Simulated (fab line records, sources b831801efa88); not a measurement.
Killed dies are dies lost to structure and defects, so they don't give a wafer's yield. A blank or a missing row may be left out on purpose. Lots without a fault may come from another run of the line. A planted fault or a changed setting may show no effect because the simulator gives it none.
Chamber matching | flow sfq_line | SFQ_TRILAYER_I0_CMP_CMP_028 on cmp-02: 4 sister chambers
The step polishes SiO2. 8 wafers are shown with their chamber, then 8 later ones without.

WAFERS WITH THEIR CHAMBER
wafer  | chamber | motor_current_A (A) | time_to_endpoint_s (s)
L794.3 | 0       | 10.9                | 199
L794.2 | 3       | 10.2                | 211
L794.4 | 2       | 9.2                 | 218
L795.2 | 2       | 8.8                 | 211
L797.5 | 0       | 10.4                | 206
L797.6 | 1       | 9.7                 | 210
L798.2 | 3       | 9.8                 | 222
L798.6 | 1       | 9.8                 | 238

WAFERS WITHOUT THEIR CHAMBER
wafer  | motor_current_A (A) | time_to_endpoint_s (s)
L799.4 | 9.5                 | 208
L799.2 | 10.1                | 208
L800.2 | 9.5                 | 222
L800.5 | 11.0                | 204
L800.6 | 9.6                 | 228
L811.1 | 9.6                 | 197
L811.2 | 10.2                | 203
L811.4 | 8.9                 | 210

WHICH CHAMBER EACH WENT THROUGH
wafer  | from the rows above               | in truth
L799.4 | can't be placed: 1 or 2 or 3      | 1
L799.2 | can't be placed: 3 or 1 or 0      | 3
L800.2 | can't be placed: 1 or 3 or 2      | 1
L800.5 | 0                                 | 0
L800.6 | can't be placed: 1 or 3 or 2      | 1
L811.1 | can't be placed: 3 or 1 or 2 or 0 | 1
L811.2 | can't be placed: 3 or 0 or 1      | 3
L811.4 | 2                                 | 2
Placed correctly: 2 of 8. Can't be placed from these rows: 6 (the true chamber is among the candidates in 6). Placed wrongly: 0.
How it was worked out, from the rows above alone: a wafer's distance from a chamber is the root of the sum, over the readings, of the square of ((its reading less the chamber's mean) divided by the reading's scatter). The wafer belongs to the nearest chamber; if the next one is less than 2 further off, it can't be placed. A chamber's mean is the mean of its shown wafers. The scatter: the root of (the sum of the squares of (reading less its chamber's mean) over the shown wafers, divided by (wafers less chambers)).
